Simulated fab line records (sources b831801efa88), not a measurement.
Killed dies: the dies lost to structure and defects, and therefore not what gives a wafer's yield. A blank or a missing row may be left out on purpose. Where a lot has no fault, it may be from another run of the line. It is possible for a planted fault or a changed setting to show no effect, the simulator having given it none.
The tool behind it: which one? || flow sky130 || 15 lots with 45 wafers sampled at 4 steps, on a route of 708 steps

== WHAT THE GAUGES SHOWED, per wafer ==
SKY_METAL4_CD_MEAS_13: target cd 300 nm. Usual: cd_nm 299.9 nm, standard deviation 1.5.
{"lot": "L485", "measured": "day 41 06:13", "on": "cd_sem-01", "cd_nm (nm)": "300.6 300.6 300.9", "flag": ""}
{"lot": "L486", "measured": "day 42 03:22", "on": "cd_sem-01", "cd_nm (nm)": "300.6 300.3 301.6", "flag": ""}
{"lot": "L487", "measured": "day 42 19:22", "on": "cd_sem-02", "cd_nm (nm)": "300.1 299.4 299.8", "flag": ""}
{"lot": "L489", "measured": "day 42 19:53", "on": "cd_sem-01", "cd_nm (nm)": "299.7 301.1 300.6", "flag": ""}
{"lot": "L488", "measured": "day 43 01:44", "on": "cd_sem-01", "cd_nm (nm)": "297.9 297.6 298.5", "flag": ""}
{"lot": "L491", "measured": "day 44 09:03", "on": "cd_sem-02", "cd_nm (nm)": "301.7 300.4 299.9", "flag": ""}
{"lot": "L493", "measured": "day 44 09:46", "on": "cd_sem-01", "cd_nm (nm)": "302.4 303.2 301.7", "flag": ""}
{"lot": "L492", "measured": "day 44 13:24", "on": "cd_sem-02", "cd_nm (nm)": "299.2 298.4 300.2", "flag": ""}
{"lot": "L494", "measured": "day 44 14:17", "on": "cd_sem-02", "cd_nm (nm)": "300.0 300.8 301.0", "flag": ""}
{"lot": "L498", "measured": "day 46 00:08", "on": "cd_sem-02", "cd_nm (nm)": "300.4 301.2 301.5", "flag": ""}
{"lot": "L497", "measured": "day 46 01:45", "on": "cd_sem-01", "cd_nm (nm)": "298.1 299.6 299.9", "flag": ""}
{"lot": "L503", "measured": "day 46 11:47", "on": "cd_sem-02", "cd_nm (nm)": "- - -", "flag": "OFF"}
{"lot": "L504", "measured": "day 46 21:56", "on": "cd_sem-02", "cd_nm (nm)": "- - -", "flag": "OFF"}
{"lot": "L505", "measured": "day 47 07:27", "on": "cd_sem-01", "cd_nm (nm)": "- - -", "flag": "OFF"}
{"lot": "L508", "measured": "day 47 23:16", "on": "cd_sem-01", "cd_nm (nm)": "302.3 301.7 301.0", "flag": ""}

SKY_METAL4_OVL_MEAS_14. Usual: METAL4_OVL typically reads 1 nm, with standard deviation 6.
{"lot": "L485", "measured": "day 41 06:20", "on": "overlay-01", "METAL4_OVL (nm)": "11 10 11", "flag": ""}
{"lot": "L486", "measured": "day 42 03:29", "on": "overlay-02", "METAL4_OVL (nm)": "-1 5 -2", "flag": ""}
{"lot": "L487", "measured": "day 42 19:28", "on": "overlay-02", "METAL4_OVL (nm)": "8 0 4", "flag": ""}
{"lot": "L489", "measured": "day 42 19:59", "on": "overlay-01", "METAL4_OVL (nm)": "1 1 0", "flag": ""}
{"lot": "L488", "measured": "day 43 01:51", "on": "overlay-02", "METAL4_OVL (nm)": "-3 -6 0", "flag": ""}
{"lot": "L491", "measured": "day 44 09:10", "on": "overlay-02", "METAL4_OVL (nm)": "3 0 -1", "flag": ""}
{"lot": "L493", "measured": "day 44 09:52", "on": "overlay-01", "METAL4_OVL (nm)": "-14 -11 -10", "flag": ""}
{"lot": "L492", "measured": "day 44 13:31", "on": "overlay-01", "METAL4_OVL (nm)": "10 0 13", "flag": ""}
{"lot": "L494", "measured": "day 44 14:25", "on": "overlay-02", "METAL4_OVL (nm)": "3 7 -6", "flag": ""}
{"lot": "L498", "measured": "day 46 00:16", "on": "overlay-02", "METAL4_OVL (nm)": "-5 -8 -7", "flag": ""}
{"lot": "L497", "measured": "day 46 01:52", "on": "overlay-02", "METAL4_OVL (nm)": "2 6 10", "flag": ""}
{"lot": "L503", "measured": "day 46 11:53", "on": "overlay-01", "METAL4_OVL (nm)": "- - -", "flag": "OFF"}
{"lot": "L504", "measured": "day 46 22:04", "on": "overlay-01", "METAL4_OVL (nm)": "- - -", "flag": "OFF"}
{"lot": "L505", "measured": "day 47 07:34", "on": "overlay-01", "METAL4_OVL (nm)": "- - -", "flag": "OFF"}
{"lot": "L508", "measured": "day 47 23:22", "on": "overlay-01", "METAL4_OVL (nm)": "6 -5 1", "flag": ""}

== WHAT TOOL EACH LOT RAN ON (gives the tool, then ch and the chambers of the sampled wafers, and finally the start) ==
{"lot": "L485", "SKY_CAP2M_CVD_00": "pecvd-03 ch 0,1,2, day 39 04:53", "SKY_METAL4_EXPOSE_10": "krf_scanner-02 ch 0, day 40 17:40"}
{"lot": "L486", "SKY_CAP2M_CVD_00": "pecvd-02 ch 0,1,2, day 40 02:30", "SKY_METAL4_EXPOSE_10": "krf_scanner-02 ch 0, day 41 15:46"}
{"lot": "L487", "SKY_CAP2M_CVD_00": "pecvd-03 ch 0,2, day 40 19:31", "SKY_METAL4_EXPOSE_10": "krf_scanner-01 ch 0, day 42 08:18"}
{"lot": "L489", "SKY_CAP2M_CVD_00": "pecvd-01 ch 1,2, day 40 21:38", "SKY_METAL4_EXPOSE_10": "krf_scanner-02 ch 0, day 42 09:26"}
{"lot": "L488", "SKY_CAP2M_CVD_00": "pecvd-01 ch 0,2, day 41 02:18", "SKY_METAL4_EXPOSE_10": "krf_scanner-01 ch 0, day 42 14:04"}
{"lot": "L491", "SKY_CAP2M_CVD_00": "pecvd-03 ch 0,1,2, day 42 10:26", "SKY_METAL4_EXPOSE_10": "krf_scanner-02 ch 0, day 43 21:11"}
{"lot": "L493", "SKY_CAP2M_CVD_00": "pecvd-02 ch 0,1, day 42 11:23", "SKY_METAL4_EXPOSE_10": "krf_scanner-01 ch 0, day 43 22:08"}
{"lot": "L492", "SKY_CAP2M_CVD_00": "pecvd-01 ch 0,2, day 42 14:58", "SKY_METAL4_EXPOSE_10": "krf_scanner-02 ch 0, day 44 02:19"}
{"lot": "L494", "SKY_CAP2M_CVD_00": "pecvd-03 ch 0,1,2, day 42 15:38", "SKY_METAL4_EXPOSE_10": "krf_scanner-02 ch 0, day 44 03:05"}
{"lot": "L498", "SKY_CAP2M_CVD_00": "pecvd-02 ch 0,1,2, day 44 05:43", "SKY_METAL4_EXPOSE_10": "krf_scanner-01 ch 0, day 45 13:53"}
{"lot": "L497", "SKY_CAP2M_CVD_00": "pecvd-01 ch 0,1, day 44 06:51", "SKY_METAL4_EXPOSE_10": "krf_scanner-02 ch 0, day 45 15:29"}
{"lot": "L503", "SKY_CAP2M_CVD_00": "pecvd-01 ch 0,2, day 44 16:52", "SKY_METAL4_EXPOSE_10": "krf_scanner-01, day 46 01:12"}
{"lot": "L504", "SKY_CAP2M_CVD_00": "pecvd-02 ch 1,2, day 45 04:01", "SKY_METAL4_EXPOSE_10": "krf_scanner-02, day 46 11:56"}
{"lot": "L505", "SKY_CAP2M_CVD_00": "pecvd-02 ch 0,1,2, day 45 13:13", "SKY_METAL4_EXPOSE_10": "krf_scanner-01, day 46 21:04"}
{"lot": "L508", "SKY_CAP2M_CVD_00": "pecvd-02 ch 0,1, day 46 06:13", "SKY_METAL4_EXPOSE_10": "krf_scanner-02 ch 0, day 47 12:59"}
- SKY_CAP2M_CVD_00: deposits SiO2, target thk 15.5 nm.
- SKY_METAL4_EXPOSE_10: exposes mask MM4, target cd 300 nm.

== AS READ BY THE TOOLS THEMSELVES (means over the sampled wafers that have a number; for cases with no such wafer, the mark the record gives instead) ==
SKY_CAP2M_CVD_00. Usual: heater_power_w 726 W, standard deviation 160.
{"lot": "L485", "tool": "pecvd-03", "heater_power_w (W)": 698, "flag": ""}
{"lot": "L486", "tool": "pecvd-02", "heater_power_w (W)": 701, "flag": ""}
{"lot": "L487", "tool": "pecvd-03", "heater_power_w (W)": 661, "flag": ""}
{"lot": "L489", "tool": "pecvd-01", "heater_power_w (W)": 663, "flag": ""}
{"lot": "L488", "tool": "pecvd-01", "heater_power_w (W)": 911, "flag": ""}
{"lot": "L491", "tool": "pecvd-03", "heater_power_w (W)": 673, "flag": ""}
{"lot": "L493", "tool": "pecvd-02", "heater_power_w (W)": 680, "flag": ""}
{"lot": "L492", "tool": "pecvd-01", "heater_power_w (W)": 736, "flag": ""}
{"lot": "L494", "tool": "pecvd-03", "heater_power_w (W)": 645, "flag": ""}
{"lot": "L498", "tool": "pecvd-02", "heater_power_w (W)": 718, "flag": ""}
{"lot": "L497", "tool": "pecvd-01", "heater_power_w (W)": 839, "flag": ""}
{"lot": "L503", "tool": "pecvd-01", "heater_power_w (W)": 938, "flag": ""}
{"lot": "L504", "tool": "pecvd-02", "heater_power_w (W)": 739, "flag": ""}
{"lot": "L505", "tool": "pecvd-02", "heater_power_w (W)": 740, "flag": ""}
{"lot": "L508", "tool": "pecvd-02", "heater_power_w (W)": 635, "flag": ""}

SKY_METAL4_EXPOSE_10. Usual: exposure_dose_mJ_cm2 27.98, standard deviation 0.086; focus_offset_nm 0.0 nm, standard deviation 0.58.
{"lot": "L485", "tool": "krf_scanner-02", "exposure_dose_mJ_cm2": 27.93, "focus_offset_nm (nm)": 1.2, "flag": ""}
{"lot": "L486", "tool": "krf_scanner-02", "exposure_dose_mJ_cm2": 27.93, "focus_offset_nm (nm)": -0.3, "flag": ""}
{"lot": "L487", "tool": "krf_scanner-01", "exposure_dose_mJ_cm2": 28.12, "focus_offset_nm (nm)": -0.8, "flag": ""}
{"lot": "L489", "tool": "krf_scanner-02", "exposure_dose_mJ_cm2": 27.93, "focus_offset_nm (nm)": -0.2, "flag": ""}
{"lot": "L488", "tool": "krf_scanner-01", "exposure_dose_mJ_cm2": 28.13, "focus_offset_nm (nm)": -0.2, "flag": ""}
{"lot": "L491", "tool": "krf_scanner-02", "exposure_dose_mJ_cm2": 27.92, "focus_offset_nm (nm)": -0.4, "flag": ""}
{"lot": "L493", "tool": "krf_scanner-01", "exposure_dose_mJ_cm2": 28.12, "focus_offset_nm (nm)": 0.7, "flag": ""}
{"lot": "L492", "tool": "krf_scanner-02", "exposure_dose_mJ_cm2": 27.91, "focus_offset_nm (nm)": -0.1, "flag": ""}
{"lot": "L494", "tool": "krf_scanner-02", "exposure_dose_mJ_cm2": 27.93, "focus_offset_nm (nm)": -0.1, "flag": ""}
{"lot": "L498", "tool": "krf_scanner-01", "exposure_dose_mJ_cm2": 28.11, "focus_offset_nm (nm)": 0.1, "flag": ""}
{"lot": "L497", "tool": "krf_scanner-02", "exposure_dose_mJ_cm2": 27.94, "focus_offset_nm (nm)": -0.2, "flag": ""}
{"lot": "L503", "tool": "krf_scanner-01", "exposure_dose_mJ_cm2": "-", "focus_offset_nm (nm)": "-", "flag": "OFF"}
{"lot": "L504", "tool": "krf_scanner-02", "exposure_dose_mJ_cm2": "-", "focus_offset_nm (nm)": "-", "flag": "OFF"}
{"lot": "L505", "tool": "krf_scanner-01", "exposure_dose_mJ_cm2": "-", "focus_offset_nm (nm)": "-", "flag": "OFF"}
{"lot": "L508", "tool": "krf_scanner-02", "exposure_dose_mJ_cm2": 27.95, "focus_offset_nm (nm)": 0.1, "flag": ""}

== THE ANSWER, worked out from the rows above alone ==
Rule: take the mean of a lot's wafers that have a number; if it is more than 3 standard deviations from the usual mean, the lot is off. Also off: a lot with no number at a reading for which 4 or more lots have one. Where the step has rows for the other lots, those lots are counted as sound. First the gauges in route order, then the tools' own readings, where a lot's mean is used as printed above. The first step at which some lot is off is used, and at that step the reading that is off furthest; a lot without a number counts as furthest.
Off at SKY_METAL4_CD_MEAS_13 (cd_nm): L503, L504, L505. Without a number there: L503, L504, L505.
If a tool, at a process step before that reading, ran all the lots that are off and no sound lot after the first of them, it fits. The gauges at SKY_METAL4_CD_MEAS_13 aren't tried: what is off there is off at SKY_METAL4_OVL_MEAS_14 too, on other tools, and a gauge's error can't cause that. Not one of the candidates tried fits.

== WHAT THE SIMULATOR PUT IN ==
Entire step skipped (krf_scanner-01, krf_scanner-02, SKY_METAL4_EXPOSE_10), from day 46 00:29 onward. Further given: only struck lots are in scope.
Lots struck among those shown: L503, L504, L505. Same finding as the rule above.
